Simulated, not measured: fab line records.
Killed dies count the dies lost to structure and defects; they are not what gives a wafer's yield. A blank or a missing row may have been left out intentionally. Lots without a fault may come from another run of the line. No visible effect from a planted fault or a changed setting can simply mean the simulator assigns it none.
fab line records | flow sky130
record: lots: 14 wafers: 42 last_day: 50
route steps=708 shown METAL2@503 VIA2@523 METAL3@532
lots that met no fault: from a run of the same line without faults
start_h: the number of hours between the record's first day and the start of the first shown wafer of the lot | wait_h: time in hours since the lot's previous step | " the same as in the row above | L1.1+2: several wafers, shown together as one row | - no value present, or no start provided | * or withheld: withheld | < > ~ a bound
route shown NAME@n: NAME is a module with steps in the file, n the number in the route of the first one | usual: the fault-free wafers' mean and standard deviation | same: alike in all rows | chamber/n: place in a boat | sites: each site's reading | _std_site: standard deviation across them | _edge_site: outer sites' mean less inner sites' | radius_mm: how far each site lies from the wafer's centre | mask NAME#n: copy n | behind: the last tool/chamber to shape the wafer | hold: cause of the lot's hold/its duration in hours/its outcome | device: which transistor (n, p or np) failed to switch | end of line: the tests these same wafers got at the end of their route | a step with no rows: only its recipe | killed: dies that structure and defects cost at the first sort, which is not the same as the wafer's yield | map: a wafer's dies, x killed, . not, _ none there
set.NAME: the setting that was run; set.NAME@STEP: the one run at that earlier step | model.NAME: the simulator's own value behind a step, which no gauge read
the route's steps for a sample of lots (tables are steps, rows are wafers)
services: the hour from which a tool's chamber was out of use, counted from the record's first day as start_h (under 0 if before that day), plus the number of hours and why
== steps ==
step: SKY_METAL2_STRIP_20
recipe: chemistry: O2/N2 power_w: 1400 pressure_mtorr: 1500 platen_temp_c: withheld o2_flow_sccm: 3000 n2_flow_sccm: 300 overash_fraction: 0.5
usual: chamber_pressure_mTorr: 1500.1/1.3 drypump_motor_current_A: 6.0/0.45 oes_product_au: 0.343/0.0047 strip_time_to_endpoint_s: 2.71/0.036
columns lot.wafer tool chamber start_h wait_h chamber_pressure_mTorr drypump_motor_current_A oes_product_au rf_hours_counter_h strip_time_to_endpoint_s
L244.1 plasma_asher-03 0 817.30 0.1 1500.4 6.0 0.343 38 2.69
L244.4 " 1 " " 1498.2 6.4 0.345 - 2.71
L244.5 " 1 " " 1499.6 6.4 0.342 - 2.67
L245.3 plasma_asher-04 0 819.31 0.1 1501.3 5.6 0.343 - 2.66
L245.4 " 1 " " 1500.9 6.1 0.341 - 2.67
L245.6 " 0 " " 1498.2 5.6 0.334 - 2.68
L246.1 plasma_asher-03 1 829.91 0.1 1501.9 6.4 0.347 39 2.70
L246.5 " 0 " " 1500.5 5.9 0.344 - 2.72
L246.6 " 1 " " 1499.5 6.4 0.337 - 2.75
L249.2 plasma_asher-03 0 864.68 0.1 1500.6 6.0 0.339 43 2.68
L249.3 " 1 " " 1500.6 6.4 0.344 - 2.67
L249.5 " 1 " " 1500.8 6.4 0.354 - 2.73
L251.1 plasma_asher-04 1 907.71 0.1 1500.8 6.0 0.337 78 2.70
L251.5 " 0 " " 1500.6 5.6 0.339 - 2.69
L251.6 " 1 " " 1503.1 6.0 0.347 - 2.71
L255.3 plasma_asher-01 1 908.23 0.1 1499.6 6.6 0.343 - 2.69
L255.5 " 1 " " 1499.8 6.6 0.348 - 2.71
L255.6 " 0 " " 1499.9 5.4 0.344 - 2.71
L260.2 plasma_asher-01 1 943.36 0.1 1497.5 6.6 0.344 110 2.76
L260.4 " 1 " " 1501.7 6.6 0.346 - 2.73
L260.5 " 1 " " 1498.4 6.6 0.343 - 2.75
L261.1 plasma_asher-03 0 945.90 0.1 1499.4 5.9 0.349 52 2.77
L261.3 " 0 " " 1498.6 5.9 0.338 - 2.74
L261.4 " 1 " " 1500.0 6.4 0.349 - 2.76
L262.3 plasma_asher-01 0 954.24 0.1 1499.9 5.4 0.334 - 2.66
L262.4 " 1 " " 1499.8 6.6 0.341 - 2.67
L262.6 " 1 " " 1500.6 6.6 0.340 - 2.65
L263.1 plasma_asher-01 0 968.66 0.1 1500.9 5.4 0.348 113 2.68
L263.2 " 1 " " 1500.3 6.6 0.336 113 2.66
L263.5 " 1 " " 1501.0 6.6 0.349 - 2.73
L264.4 plasma_asher-03 0 969.91 0.1 1501.8 5.9 0.338 - 2.70
L264.5 " 0 " " 1499.1 6.0 0.342 - 2.64
L264.6 " 1 " " 1499.7 6.4 0.348 - 2.65
L265.1 plasma_asher-01 1 971.75 0.1 1500.7 6.6 0.340 113 2.71
L265.3 " 0 " " 1500.6 5.4 0.337 - 2.69
L265.5 " 0 " " 1499.3 5.4 0.340 - 2.73
L266.2 plasma_asher-01 0 977.26 0.1 1500.7 5.4 0.346 114 2.78
L266.3 " 0 " " 1500.7 5.4 0.348 - 2.76
L266.6 " 0 " " 1500.2 5.4 0.338 - 2.78
L267.2 plasma_asher-01 0 989.10 0.1 1501.6 5.4 0.338 115 2.70
L267.3 " 1 " " 1500.3 6.6 0.345 - 2.67
L267.5 " 1 " " 1499.3 6.6 0.339 - 2.68
step: SKY_VIA2_STRIP_16
recipe: chemistry: O2/N2 power_w: 1400 pressure_mtorr: 1500 platen_temp_c: withheld o2_flow_sccm: 3000 n2_flow_sccm: 300 overash_fraction: 0.5
usual: chamber_pressure_mTorr: 1500.1/1.4 drypump_motor_current_A: 6.1/0.35 oes_product_au: 0.399/0.0049 strip_time_to_endpoint_s: 4.058/0.024
columns lot.wafer tool chamber start_h wait_h chamber_pressure_mTorr drypump_motor_current_A oes_product_au rf_hours_counter_h strip_time_to_endpoint_s
L244.1 plasma_asher-04 0 845.32 0.0 1497.7 5.6 0.402 71 4.068
L244.4 " 0 " " 1501.7 5.5 0.407 - 4.079
L244.5 " 0 " " 1501.0 5.6 0.404 - 4.076
L245.3 plasma_asher-04 0 847.20 0.1 1500.2 5.6 0.403 - 4.066
L245.4 " 1 " " 1498.7 6.0 0.391 - 4.045
L245.6 " 0 " " 1496.4 5.6 0.398 - 4.051
L246.1 plasma_asher-04 0 857.77 0.0 1500.4 5.6 0.406 72 4.066
L246.5 " 0 " " 1499.0 5.5 0.402 - 4.075
L246.6 " 1 " " 1501.3 6.0 0.398 - 4.065
L249.2 plasma_asher-04 1 891.92 0.0 1500.9 6.0 0.394 76 4.077
L249.3 " 1 " " 1501.7 6.0 0.397 - 4.014
L249.5 " 0 " " 1500.7 5.6 0.392 - 4.027
L251.1 plasma_asher-03 0 933.72 0.0 1498.3 5.9 0.400 50 4.060
L251.5 " 1 " " 1497.6 6.4 0.389 - 4.052
L251.6 " 0 " " 1500.7 5.9 0.388 - 4.085
L255.3 plasma_asher-04 1 934.36 0.1 1502.2 6.0 0.388 - 4.044
L255.5 " 0 " " 1501.5 5.6 0.396 - 4.059
L255.6 " 1 " " 1500.3 6.0 0.404 - 4.018
L260.2 plasma_asher-03 0 969.29 0.0 1501.8 5.9 0.395 54 4.066
L260.4 " 0 " " 1502.0 5.9 0.400 - 4.091
L260.5 " 0 " " 1499.0 5.9 0.409 - 4.077
L261.1 plasma_asher-03 1 971.23 0.0 1498.5 6.4 0.396 54 4.060
L261.3 " 1 " " 1501.4 6.4 0.395 - 4.060
L261.4 " 0 " " 1502.1 6.0 0.412 - 4.008
L262.3 plasma_asher-02 0 979.96 0.1 1499.0 6.7 0.397 - 4.063
L262.4 " 1 " " 1500.6 6.4 0.398 - 4.052
L262.6 " 1 " " 1499.6 6.4 0.400 - 4.044
L263.1 plasma_asher-03 1 993.77 0.0 1499.0 6.4 0.394 56 4.034
L263.2 " 0 " " 1499.3 5.9 0.395 56 3.996
L263.5 " 1 " " 1501.7 6.4 0.395 - 4.044
L264.4 plasma_asher-03 1 995.20 0.1 1500.8 6.4 0.394 - 4.071
L264.5 " 1 " " 1499.3 6.4 0.404 - 4.032
L264.6 " 0 " " 1499.7 5.9 0.392 - 4.059
L265.1 plasma_asher-04 1 996.88 0.0 1500.9 6.0 0.401 86 4.100
L265.3 " 1 " " 1498.7 5.9 0.397 - 4.072
L265.5 " 1 " " 1498.1 6.0 0.412 - 4.103
L266.2 plasma_asher-03 1 1001.62 0.0 1501.1 6.4 0.399 57 4.080
L266.3 " 1 " " 1498.9 6.4 0.396 - 4.062
L266.6 " 0 " " 1499.8 6.0 0.395 - 4.056
L267.2 plasma_asher-04 1 1013.88 0.0 1501.4 6.0 0.404 87 3.998
L267.3 " 0 " " 1501.8 5.6 0.398 - 4.058
L267.5 " 1 " " 1502.8 6.0 0.398 - 4.042
step: SKY_METAL3_SPUTTER_00
recipe: material: Ti target_thk_nm: 15 power_w: 3000 time_s: 10 chamber_pressure_pa: 0.4
usual: cathode_dc_power_W: 3000.0/0.56 chamber_pressure_pa: 0.4001/0.00081 throttle_valve_pct: 30.1/0.69
columns lot.wafer tool chamber start_h wait_h cathode_dc_power_W chamber_pressure_pa throttle_valve_pct
L244.1 pvd_sputter-02 - 847.01 0.1 3000.3 0.3986 30.7
L244.4 " - " " 2999.5 0.3994 30.2
L244.5 " - " " 3000.0 0.4006 31.7
L245.3 pvd_sputter-03 - 848.55 0.1 2999.6 0.3997 29.9
L245.4 " - " " 2999.9 0.4019 30.0
L245.6 " - " " 3000.6 0.4009 30.6
L246.1 pvd_sputter-03 - 859.38 0.1 3001.4 0.4010 29.6
L246.5 " - " " 3000.4 0.4015 30.4
L246.6 " - " " 2999.1 0.3993 30.1
L249.2 pvd_sputter-02 - 893.32 0.1 3000.0 0.4002 31.4
L249.3 " - " " 2999.9 0.4010 30.5
L249.5 " - " " 2999.3 0.4007 31.5
L251.1 pvd_sputter-04 - 935.03 0.1 - - -
L251.5 " - " " - - -
L251.6 " - " " - - -
L255.3 pvd_sputter-03 - 935.66 0.1 - - -
L255.5 " - " " - - -
L255.6 " - " " - - -
L260.2 pvd_sputter-04 - 970.59 0.1 2999.8 0.3992 29.5
L260.4 " - " " 2999.8 0.3995 29.6
L260.5 " - " " 3000.4 0.4001 29.6
L261.1 pvd_sputter-04 - 972.50 0.2 2999.1 0.4001 29.5
L261.3 " - " " 2999.6 0.4013 30.7
L261.4 " - " " 2999.8 0.3996 29.8
L262.3 pvd_sputter-03 - 981.19 0.2 2999.3 0.3988 29.2
L262.4 " - " " 3000.2 0.4001 29.0
L262.6 " - " " 2999.5 0.4003 30.2
L263.1 pvd_sputter-03 - 995.04 0.1 2999.6 0.4003 30.6
L263.2 " - " " 3000.9 0.3995 29.1
L263.5 " - " " 2998.9 0.4004 29.9
L264.4 pvd_sputter-02 - 996.71 0.2 3000.3 0.4009 30.5
L264.5 " - " " 3000.1 0.4008 30.3
L264.6 " - " " 3000.0 0.3984 31.5
L265.1 pvd_sputter-02 - 998.25 0.2 2999.7 0.3988 31.5
L265.3 " - " " 3000.1 0.4008 30.1
L265.5 " - " " 3000.2 0.3997 29.9
L266.2 pvd_sputter-04 - 1002.88 0.1 2999.8 0.4002 30.9
L266.3 " - " " 2999.9 0.3997 29.5
L266.6 " - " " 3001.2 0.4004 30.9
L267.2 pvd_sputter-02 - 1015.15 0.2 3000.3 0.4000 30.4
L267.3 " - " " 2999.9 0.4000 31.4
L267.5 " - " " 3000.1 0.4004 29.6
step: SKY_METAL3_SPUTTER_02
recipe: material: AlCu target_thk_nm: 735 power_w: 10600 time_s: 39.1 chamber_pressure_pa: 0.4
usual: cathode_dc_power_W: 10600/2 chamber_pressure_pa: 0.4000/0.00078 throttle_valve_pct: 30.1/0.69
columns lot.wafer tool chamber start_h wait_h cathode_dc_power_W chamber_pressure_pa throttle_valve_pct
L244.1 pvd_sputter-02 - 847.06 0.0 10599 0.3996 30.4
L244.4 " - " " 10597 0.3999 30.2
L244.5 " - " " 10598 0.4000 31.5
L245.3 pvd_sputter-03 - 848.60 0.0 10601 0.4004 30.2
L245.4 " - " " 10599 0.4005 30.5
L245.6 " - " " 10600 0.3991 30.4
L246.1 pvd_sputter-03 - 859.43 0.0 10603 0.4011 29.6
L246.5 " - " " 10603 0.3999 30.4
L246.6 " - " " 10602 0.3991 30.1
L249.2 pvd_sputter-02 - 893.37 0.0 10600 0.4000 31.2
L249.3 " - " " 10601 0.4008 30.5
L249.5 " - " " 10602 0.4005 31.8
L251.1 pvd_sputter-04 - 935.08 0.0 10597 0.4016 30.5
L251.5 " - " " 10601 0.4000 30.8
L251.6 " - " " 10599 0.4016 29.4
L255.3 pvd_sputter-03 - 935.71 0.0 10597 0.4013 30.0
L255.5 " - " " 10601 0.4011 29.2
L255.6 " - " " 10601 0.3992 29.4
L260.2 pvd_sputter-04 - 970.64 0.0 10601 0.3988 29.3
L260.4 " - " " 10599 0.3995 29.6
L260.5 " - " " 10600 0.3998 29.6
L261.1 pvd_sputter-04 - 972.55 0.0 10600 0.4004 29.5
L261.3 " - " " 10599 0.4011 30.8
L261.4 " - " " 10601 0.3992 29.8
L262.3 pvd_sputter-03 - 981.23 0.0 10601 0.4008 29.1
L262.4 " - " " 10599 0.3999 28.8
L262.6 " - " " 10606 0.4002 30.3
L263.1 pvd_sputter-03 - 995.08 0.0 10601 0.4001 30.1
L263.2 " - " " 10599 0.3996 29.3
L263.5 " - " " 10606 0.4002 30.4
L264.4 pvd_sputter-02 - 996.76 0.0 10597 0.4010 30.2
L264.5 " - " " 10601 0.3993 30.3
L264.6 " - " " 10600 0.3998 31.5
L265.1 pvd_sputter-02 - 998.30 0.0 10604 0.3997 31.2
L265.3 " - " " 10600 0.4004 30.0
L265.5 " - " " 10599 0.4013 30.0
L266.2 pvd_sputter-04 - 1002.93 0.0 10597 0.3993 31.0
L266.3 " - " " 10599 0.3997 29.5
L266.6 " - " " 10600 0.4001 30.5
L267.2 pvd_sputter-02 - 1015.19 0.0 10600 0.4016 30.6
L267.3 " - " " 10597 0.3988 31.4
L267.5 " - " " 10601 0.3989 29.8
== services ==
columns tool chamber start_h hours kind
plasma_asher-02 - 807.22 0.5 repair
plasma_asher-03 - 819.56 1.3 repair
pvd_sputter-02 - 830.89 4.8 repair
pvd_sputter-04 - 847.65 3.6 repair
plasma_asher-01 - 877.02 18.8 repair
plasma_asher-01 - 879.27 0.5 repair
plasma_asher-04 - 935.76 2.8 pm
plasma_asher-04 - 941.83 8.4 repair
== key ==
first_sign: step: SKY_METAL3_SPUTTER_00 reading: tool_record direction: missing
effect none on later readings
met_at SKY_METAL3_SPUTTER_00
struck_lots L251,L255
later_rows_left_out L251.1,L251.5,L251.6,L255.3,L255.5,L255.6
sort_left_out L251.1,L251.5,L251.6,L255.3,L255.5,L255.6
not_acting_at SKY_METAL2_STRIP_20,SKY_VIA2_STRIP_16,SKY_METAL3_SPUTTER_02
onset_between 859.38 935.03
fault: kind: skipped_step_whole tool: pvd_sputter-03,pvd_sputter-04 chamber: - onset_h: 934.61 steps: SKY_METAL3_SPUTTER_00 scope: struck_lots_only
sort_left_out: the simulated sort isn't trusted on such a fault, so these wafers' sort isn't shown, and their yield isn't known
later_rows_left_out: the simulator's readings of these wafers behind a module that went badly wrong aren't trusted and aren't shown, but for the sort
